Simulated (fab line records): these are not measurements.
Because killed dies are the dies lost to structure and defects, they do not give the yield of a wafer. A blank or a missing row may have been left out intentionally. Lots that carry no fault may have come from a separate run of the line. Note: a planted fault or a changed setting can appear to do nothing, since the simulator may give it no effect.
What tool caused it? || flow sky130 || 11 lots, 33 wafers sampled, at 5 steps of a route of 708

## WHAT THE GAUGES SHOWED, per wafer
SKY_VT_ADJUST_LVTN_TW_MEAS_10. Usual: VT_ADJUST_LVTN_TW typically reads 242.1, with standard deviation 2.1.
{"lot": "L172", "measured": "day 6 20:43", "on": "film_metro-02", "VT_ADJUST_LVTN_TW": "242.1 241.1 243.5", "flag": ""}
{"lot": "L173", "measured": "day 6 22:54", "on": "film_metro-02", "VT_ADJUST_LVTN_TW": "242.6 241.4 241.2", "flag": ""}
{"lot": "L176", "measured": "day 7 19:00", "on": "film_metro-02", "VT_ADJUST_LVTN_TW": "240.7 240.0 241.0", "flag": ""}
{"lot": "L180", "measured": "day 9 15:42", "on": "film_metro-03", "VT_ADJUST_LVTN_TW": "245.2 244.6 244.7", "flag": ""}
{"lot": "L182", "measured": "day 9 18:28", "on": "film_metro-03", "VT_ADJUST_LVTN_TW": "244.8 245.8 246.1", "flag": ""}
{"lot": "L181", "measured": "day 9 19:00", "on": "film_metro-02", "VT_ADJUST_LVTN_TW": "241.7 242.8 241.2", "flag": ""}
{"lot": "L189", "measured": "day 11 12:21", "on": "film_metro-02", "VT_ADJUST_LVTN_TW": "242.3 242.6 242.8", "flag": ""}
{"lot": "L190", "measured": "day 11 22:04", "on": "film_metro-02", "VT_ADJUST_LVTN_TW": "243.8 242.2 243.7", "flag": ""}
{"lot": "L191", "measured": "day 12 05:24", "on": "film_metro-02", "VT_ADJUST_LVTN_TW": "243.4 243.7 244.0", "flag": ""}
{"lot": "L194", "measured": "day 12 21:00", "on": "film_metro-03", "VT_ADJUST_LVTN_TW": "243.8 247.0 244.0", "flag": ""}
{"lot": "L195", "measured": "day 13 04:49", "on": "film_metro-04", "VT_ADJUST_LVTN_TW": "236.7 238.0 238.2", "flag": ""}

SKY_SONOS_ONO_THK_MEAS_01. Usual: SONOS_ONO_OXIDATION_THK typically reads 2.59 nm, with standard deviation 0.064.
{"lot": "L172", "measured": "day 11 09:47", "on": "film_metro-03", "SONOS_ONO_OXIDATION_THK (nm)": "2.58 2.62 2.65", "flag": ""}
{"lot": "L173", "measured": "day 11 13:39", "on": "film_metro-01", "SONOS_ONO_OXIDATION_THK (nm)": "2.64 2.65 2.64", "flag": ""}
{"lot": "L176", "measured": "day 12 11:45", "on": "film_metro-01", "SONOS_ONO_OXIDATION_THK (nm)": "2.58 2.48 2.48", "flag": ""}
{"lot": "L180", "measured": "day 14 18:27", "on": "film_metro-04", "SONOS_ONO_OXIDATION_THK (nm)": "3.17 3.24 3.19", "flag": "OFF"}
{"lot": "L182", "measured": "day 14 23:27", "on": "film_metro-01", "SONOS_ONO_OXIDATION_THK (nm)": "3.15 3.13 3.11", "flag": "OFF"}
{"lot": "L181", "measured": "day 14 23:26", "on": "film_metro-03", "SONOS_ONO_OXIDATION_THK (nm)": "3.14 3.15 3.19", "flag": "OFF"}
{"lot": "L189", "measured": "day 17 02:01", "on": "film_metro-04", "SONOS_ONO_OXIDATION_THK (nm)": "2.63 2.69 2.64", "flag": ""}
{"lot": "L190", "measured": "day 17 16:22", "on": "film_metro-03", "SONOS_ONO_OXIDATION_THK (nm)": "2.53 2.49 2.59", "flag": ""}
{"lot": "L191", "measured": "day 17 22:34", "on": "film_metro-03", "SONOS_ONO_OXIDATION_THK (nm)": "2.63 2.59 2.60", "flag": ""}
{"lot": "L194", "measured": "day 18 16:12", "on": "film_metro-04", "SONOS_ONO_OXIDATION_THK (nm)": "2.59 2.59 2.57", "flag": ""}
{"lot": "L195", "measured": "day 19 01:59", "on": "film_metro-04", "SONOS_ONO_OXIDATION_THK (nm)": "2.56 2.63 2.55", "flag": ""}

SKY_SONOS_ONO_THK_MEAS_05. Usual: SONOS_ONO_CVD_04_THK typically reads 5.69 nm, with standard deviation 0.11.
{"lot": "L172", "measured": "day 11 12:13", "on": "film_metro-01", "SONOS_ONO_CVD_04_THK (nm)": "5.55 5.56 5.63", "flag": ""}
{"lot": "L173", "measured": "day 11 17:52", "on": "film_metro-03", "SONOS_ONO_CVD_04_THK (nm)": "5.62 5.61 5.65", "flag": ""}
{"lot": "L176", "measured": "day 12 14:31", "on": "film_metro-04", "SONOS_ONO_CVD_04_THK (nm)": "5.79 5.67 5.65", "flag": ""}
{"lot": "L180", "measured": "day 14 22:32", "on": "film_metro-03", "SONOS_ONO_CVD_04_THK (nm)": "5.76 5.74 5.79", "flag": ""}
{"lot": "L182", "measured": "day 15 02:44", "on": "film_metro-03", "SONOS_ONO_CVD_04_THK (nm)": "5.82 5.80 5.80", "flag": ""}
{"lot": "L181", "measured": "day 15 02:43", "on": "film_metro-04", "SONOS_ONO_CVD_04_THK (nm)": "5.93 5.83 5.86", "flag": ""}
{"lot": "L189", "measured": "day 17 04:26", "on": "film_metro-03", "SONOS_ONO_CVD_04_THK (nm)": "5.76 5.73 5.80", "flag": ""}
{"lot": "L190", "measured": "day 17 20:10", "on": "film_metro-01", "SONOS_ONO_CVD_04_THK (nm)": "5.71 5.76 5.61", "flag": ""}
{"lot": "L191", "measured": "day 18 01:37", "on": "film_metro-03", "SONOS_ONO_CVD_04_THK (nm)": "5.61 5.78 5.67", "flag": ""}
{"lot": "L194", "measured": "day 18 18:37", "on": "film_metro-01", "SONOS_ONO_CVD_04_THK (nm)": "5.56 5.71 5.57", "flag": ""}
{"lot": "L195", "measured": "day 19 05:50", "on": "film_metro-03", "SONOS_ONO_CVD_04_THK (nm)": "5.51 5.70 5.61", "flag": ""}

## EACH LOT AND THE TOOL THAT RAN IT (in order: tool; ch and the chambers of the sampled wafers; start)
{"lot": "L172", "SKY_VT_ADJUST_NCORE_STRIP_10": "plasma_asher-01 ch 0,1, day 8 12:55", "SKY_SONOS_ONO_OXIDATION_00": "furnace-01 ch 0, day 11 08:26"}
{"lot": "L173", "SKY_VT_ADJUST_NCORE_STRIP_10": "plasma_asher-01 ch 0,1, day 8 15:04", "SKY_SONOS_ONO_OXIDATION_00": "furnace-02 ch 0, day 11 12:18"}
{"lot": "L176", "SKY_VT_ADJUST_NCORE_STRIP_10": "plasma_asher-03 ch 0,1, day 9 11:37", "SKY_SONOS_ONO_OXIDATION_00": "furnace-01 ch 0, day 12 10:24"}
{"lot": "L180", "SKY_VT_ADJUST_NCORE_STRIP_10": "plasma_asher-01 ch 0,1, day 11 13:34", "SKY_SONOS_ONO_OXIDATION_00": "furnace-01 ch 0, day 14 17:06"}
{"lot": "L182", "SKY_VT_ADJUST_NCORE_STRIP_10": "plasma_asher-02 ch 0,1, day 11 16:16", "SKY_SONOS_ONO_OXIDATION_00": "furnace-01 ch 0, day 14 22:05"}
{"lot": "L181", "SKY_VT_ADJUST_NCORE_STRIP_10": "plasma_asher-01 ch 0,1, day 11 17:10", "SKY_SONOS_ONO_OXIDATION_00": "furnace-01 ch 0, day 14 22:05"}
{"lot": "L189", "SKY_VT_ADJUST_NCORE_STRIP_10": "plasma_asher-02 ch 0,1, day 13 12:19", "SKY_SONOS_ONO_OXIDATION_00": "furnace-02 ch 0, day 17 00:41"}
{"lot": "L190", "SKY_VT_ADJUST_NCORE_STRIP_10": "plasma_asher-03 ch 0,1, day 14 00:46", "SKY_SONOS_ONO_OXIDATION_00": "furnace-01 ch 0, day 17 15:00"}
{"lot": "L191", "SKY_VT_ADJUST_NCORE_STRIP_10": "plasma_asher-01 ch 0,1, day 14 07:34", "SKY_SONOS_ONO_OXIDATION_00": "furnace-02 ch 0, day 17 21:13"}
{"lot": "L194", "SKY_VT_ADJUST_NCORE_STRIP_10": "plasma_asher-03 ch 0,1, day 15 00:13", "SKY_SONOS_ONO_OXIDATION_00": "furnace-02 ch 0, day 18 14:51"}
{"lot": "L195", "SKY_VT_ADJUST_NCORE_STRIP_10": "plasma_asher-02 ch 0,1, day 15 09:16", "SKY_SONOS_ONO_OXIDATION_00": "furnace-01 ch 0, day 19 00:37"}
- SKY_VT_ADJUST_NCORE_STRIP_10: strips in O2/N2.
- SKY_SONOS_ONO_OXIDATION_00: stabilise 600 s, purge 300 s, target thk 2.6 nm.

## AS READ BY THE TOOLS THEMSELVES (means over the sampled wafers that have a number; for cases with no such wafer, the mark the record gives instead)
SKY_VT_ADJUST_NCORE_STRIP_10. Usual: drypump_motor_current_A 5.70 A, standard deviation 0.25; n2_flow_sccm 300.0 sccm, standard deviation 0.89; oes_product_au 0.715 a.u., standard deviation 0.0045; strip_time_to_endpoint_s 14.18 s, standard deviation 0.041.
{"lot": "L172", "tool": "plasma_asher-01", "drypump_motor_current_A (A)": 5.82, "n2_flow_sccm (sccm)": 300.3, "oes_product_au (a.u.)": 0.717, "strip_time_to_endpoint_s (s)": 14.11, "flag": ""}
{"lot": "L173", "tool": "plasma_asher-01", "drypump_motor_current_A (A)": 5.81, "n2_flow_sccm (sccm)": 300.1, "oes_product_au (a.u.)": 0.717, "strip_time_to_endpoint_s (s)": 14.16, "flag": ""}
{"lot": "L176", "tool": "plasma_asher-03", "drypump_motor_current_A (A)": 5.69, "n2_flow_sccm (sccm)": 299.3, "oes_product_au (a.u.)": 0.716, "strip_time_to_endpoint_s (s)": 14.17, "flag": ""}
{"lot": "L180", "tool": "plasma_asher-01", "drypump_motor_current_A (A)": 5.82, "n2_flow_sccm (sccm)": 300.2, "oes_product_au (a.u.)": 0.713, "strip_time_to_endpoint_s (s)": 14.20, "flag": ""}
{"lot": "L182", "tool": "plasma_asher-02", "drypump_motor_current_A (A)": 5.55, "n2_flow_sccm (sccm)": 301.0, "oes_product_au (a.u.)": 0.711, "strip_time_to_endpoint_s (s)": 14.21, "flag": ""}
{"lot": "L181", "tool": "plasma_asher-01", "drypump_motor_current_A (A)": 5.62, "n2_flow_sccm (sccm)": 300.5, "oes_product_au (a.u.)": 0.716, "strip_time_to_endpoint_s (s)": 14.16, "flag": ""}
{"lot": "L189", "tool": "plasma_asher-02", "drypump_motor_current_A (A)": 5.65, "n2_flow_sccm (sccm)": 300.7, "oes_product_au (a.u.)": 0.717, "strip_time_to_endpoint_s (s)": 14.12, "flag": ""}
{"lot": "L190", "tool": "plasma_asher-03", "drypump_motor_current_A (A)": 5.87, "n2_flow_sccm (sccm)": 299.8, "oes_product_au (a.u.)": 0.718, "strip_time_to_endpoint_s (s)": 14.11, "flag": ""}
{"lot": "L191", "tool": "plasma_asher-01", "drypump_motor_current_A (A)": 5.63, "n2_flow_sccm (sccm)": 299.8, "oes_product_au (a.u.)": 0.713, "strip_time_to_endpoint_s (s)": 14.20, "flag": ""}
{"lot": "L194", "tool": "plasma_asher-03", "drypump_motor_current_A (A)": 5.70, "n2_flow_sccm (sccm)": 299.2, "oes_product_au (a.u.)": 0.712, "strip_time_to_endpoint_s (s)": 14.14, "flag": ""}
{"lot": "L195", "tool": "plasma_asher-02", "drypump_motor_current_A (A)": 5.55, "n2_flow_sccm (sccm)": 300.1, "oes_product_au (a.u.)": 0.713, "strip_time_to_endpoint_s (s)": 14.18, "flag": ""}

SKY_SONOS_ONO_OXIDATION_00. Usual: spike_tc_bottom_C 823.3 C, standard deviation 1.2; spike_tc_centre_C 801.2 C, standard deviation 1.6; spike_tc_lower_C 799.9 C, standard deviation 1.3; spike_tc_top_C 815.0 C, standard deviation 1.3; spike_tc_upper_C 800.5 C, standard deviation 2.1; tube_center_temp_C 800.01 C, standard deviation 0.072; tube_center_temp_C_max 802.0, standard deviation 0.3; zone_power_centre_pct 14.37 %, standard deviation 0.13.
{"lot": "L172", "tool": "furnace-01", "spike_tc_bottom_C (C)": 823.7, "spike_tc_centre_C (C)": 799.9, "spike_tc_lower_C (C)": 800.2, "spike_tc_top_C (C)": 815.7, "spike_tc_upper_C (C)": 798.8, "tube_center_temp_C (C)": 799.98, "tube_center_temp_C_max": 802.2, "zone_power_centre_pct (%)": 14.43, "flag": ""}
{"lot": "L173", "tool": "furnace-02", "spike_tc_bottom_C (C)": 823.3, "spike_tc_centre_C (C)": 802.3, "spike_tc_lower_C (C)": 799.3, "spike_tc_top_C (C)": 813.8, "spike_tc_upper_C (C)": 802.9, "tube_center_temp_C (C)": 800.05, "tube_center_temp_C_max": 802.1, "zone_power_centre_pct (%)": 14.47, "flag": ""}
{"lot": "L176", "tool": "furnace-01", "spike_tc_bottom_C (C)": 823.9, "spike_tc_centre_C (C)": 799.8, "spike_tc_lower_C (C)": 799.4, "spike_tc_top_C (C)": 814.6, "spike_tc_upper_C (C)": 798.8, "tube_center_temp_C (C)": 800.06, "tube_center_temp_C_max": 801.7, "zone_power_centre_pct (%)": 14.42, "flag": ""}
{"lot": "L180", "tool": "furnace-01", "spike_tc_bottom_C (C)": 840.7, "spike_tc_centre_C (C)": 815.9, "spike_tc_lower_C (C)": 816.8, "spike_tc_top_C (C)": 831.4, "spike_tc_upper_C (C)": 813.9, "tube_center_temp_C (C)": 815.84, "tube_center_temp_C_max": 817.9, "zone_power_centre_pct (%)": 15.13, "flag": "OFF"}
{"lot": "L182", "tool": "furnace-01", "spike_tc_bottom_C (C)": 840.5, "spike_tc_centre_C (C)": 816.0, "spike_tc_lower_C (C)": 816.6, "spike_tc_top_C (C)": 832.0, "spike_tc_upper_C (C)": 814.5, "tube_center_temp_C (C)": 815.89, "tube_center_temp_C_max": 818.1, "zone_power_centre_pct (%)": 14.89, "flag": "OFF"}
{"lot": "L181", "tool": "furnace-01", "spike_tc_bottom_C (C)": 840.3, "spike_tc_centre_C (C)": 816.3, "spike_tc_lower_C (C)": 816.2, "spike_tc_top_C (C)": 832.1, "spike_tc_upper_C (C)": 814.9, "tube_center_temp_C (C)": 815.86, "tube_center_temp_C_max": 818.1, "zone_power_centre_pct (%)": 14.97, "flag": "OFF"}
{"lot": "L189", "tool": "furnace-02", "spike_tc_bottom_C (C)": 822.6, "spike_tc_centre_C (C)": 803.2, "spike_tc_lower_C (C)": 800.3, "spike_tc_top_C (C)": 814.0, "spike_tc_upper_C (C)": 801.9, "tube_center_temp_C (C)": 800.03, "tube_center_temp_C_max": 802.0, "zone_power_centre_pct (%)": 14.38, "flag": ""}
{"lot": "L190", "tool": "furnace-01", "spike_tc_bottom_C (C)": 825.3, "spike_tc_centre_C (C)": 799.5, "spike_tc_lower_C (C)": 800.3, "spike_tc_top_C (C)": 815.8, "spike_tc_upper_C (C)": 798.3, "tube_center_temp_C (C)": 800.09, "tube_center_temp_C_max": 802.2, "zone_power_centre_pct (%)": 14.30, "flag": ""}
{"lot": "L191", "tool": "furnace-02", "spike_tc_bottom_C (C)": 822.4, "spike_tc_centre_C (C)": 803.7, "spike_tc_lower_C (C)": 799.1, "spike_tc_top_C (C)": 814.9, "spike_tc_upper_C (C)": 801.8, "tube_center_temp_C (C)": 800.01, "tube_center_temp_C_max": 801.9, "zone_power_centre_pct (%)": 14.31, "flag": ""}
{"lot": "L194", "tool": "furnace-02", "spike_tc_bottom_C (C)": 823.0, "spike_tc_centre_C (C)": 801.3, "spike_tc_lower_C (C)": 799.6, "spike_tc_top_C (C)": 814.1, "spike_tc_upper_C (C)": 802.6, "tube_center_temp_C (C)": 800.08, "tube_center_temp_C_max": 802.0, "zone_power_centre_pct (%)": 14.32, "flag": ""}
{"lot": "L195", "tool": "furnace-01", "spike_tc_bottom_C (C)": 824.1, "spike_tc_centre_C (C)": 799.1, "spike_tc_lower_C (C)": 800.3, "spike_tc_top_C (C)": 815.7, "spike_tc_upper_C (C)": 798.5, "tube_center_temp_C (C)": 800.03, "tube_center_temp_C_max": 801.8, "zone_power_centre_pct (%)": 14.37, "flag": ""}

## THE ANSWER, worked out from the rows above alone
Rule: a lot is off if the mean of its wafers that have a number lies more than 3 standard deviations from the usual mean. A lot without any number at a reading at which 4 lots or more have one is off too. Any other lot the step has rows for is counted as sound. After the gauges, taken in route order, come the tools' own readings; for these a lot's mean is taken, as printed above. The first step at which some lot is off is used, and at that step the reading that is off furthest; a lot without a number counts as furthest.
Off: L180, L182, L181, seen at SKY_SONOS_ONO_THK_MEAS_01 (SONOS_ONO_OXIDATION_THK).
If a tool, at a process step before that reading, ran all the lots that are off and no sound lot after the first of them, it fits. Not tried: the gauges at SKY_SONOS_ONO_THK_MEAS_01; whatever is off there is also off at SKY_SONOS_ONO_OXIDATION_00, on other tools, and gauge error can't account for it. Not one of the candidates tried fits.

## WHAT THE SIMULATOR PUT IN
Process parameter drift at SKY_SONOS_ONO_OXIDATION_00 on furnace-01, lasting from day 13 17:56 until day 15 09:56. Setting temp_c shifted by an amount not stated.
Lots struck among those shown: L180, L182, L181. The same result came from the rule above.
